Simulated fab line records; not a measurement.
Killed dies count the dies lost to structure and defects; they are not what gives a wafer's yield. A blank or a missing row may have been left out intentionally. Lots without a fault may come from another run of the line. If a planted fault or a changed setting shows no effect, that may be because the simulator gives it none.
Which tool was responsible?	flow gf180mcu	at 1 step of a route of 602, 6 lots with 18 wafers sampled

WHAT THE GAUGES SHOWED, per wafer
GF_V3_CD_MEAS_14: the cd target is 260 nm.
lot	measured	on	cd_nm (nm)
L312	day 24 00:18	cd_sem-02	261.8 261.6 261.6
L314	day 24 15:20	cd_sem-01	260.4 261.5 260.6
L317	day 25 15:01	cd_sem-02	260.0 259.6 260.3
L324	day 27 19:58	cd_sem-02	261.6 260.5 260.4
L326	day 28 05:57	cd_sem-02	259.3 259.6 260.3
L330	day 29 10:14	cd_sem-02	263.6 263.5 263.8

WHAT TOOL EACH LOT RAN ON (gives the tool, then ch and the chambers of the sampled wafers, and finally the start)
The record shows no process step preceding these readings.

THE ANSWER, worked out from the rows above alone
Rule: the lots themselves supply what counts as usual. Put in order of their means at a reading, lots are off if they are a third of the lots or fewer, leave a main group of 4 or more, and stand apart from it by a gap of 3 or more times the standard deviation of the main group's means; of several such gaps the widest counts. If all means in a main group match to the digits the tables above print for the reading, that group is not used. A lot without any number at a reading at which 4 lots or more have one is off too. Any other lot the step has rows for is counted as sound.
Nothing can be told from this: no lot is off at any reading shown.

WHAT THE SIMULATOR HAD PUT IN
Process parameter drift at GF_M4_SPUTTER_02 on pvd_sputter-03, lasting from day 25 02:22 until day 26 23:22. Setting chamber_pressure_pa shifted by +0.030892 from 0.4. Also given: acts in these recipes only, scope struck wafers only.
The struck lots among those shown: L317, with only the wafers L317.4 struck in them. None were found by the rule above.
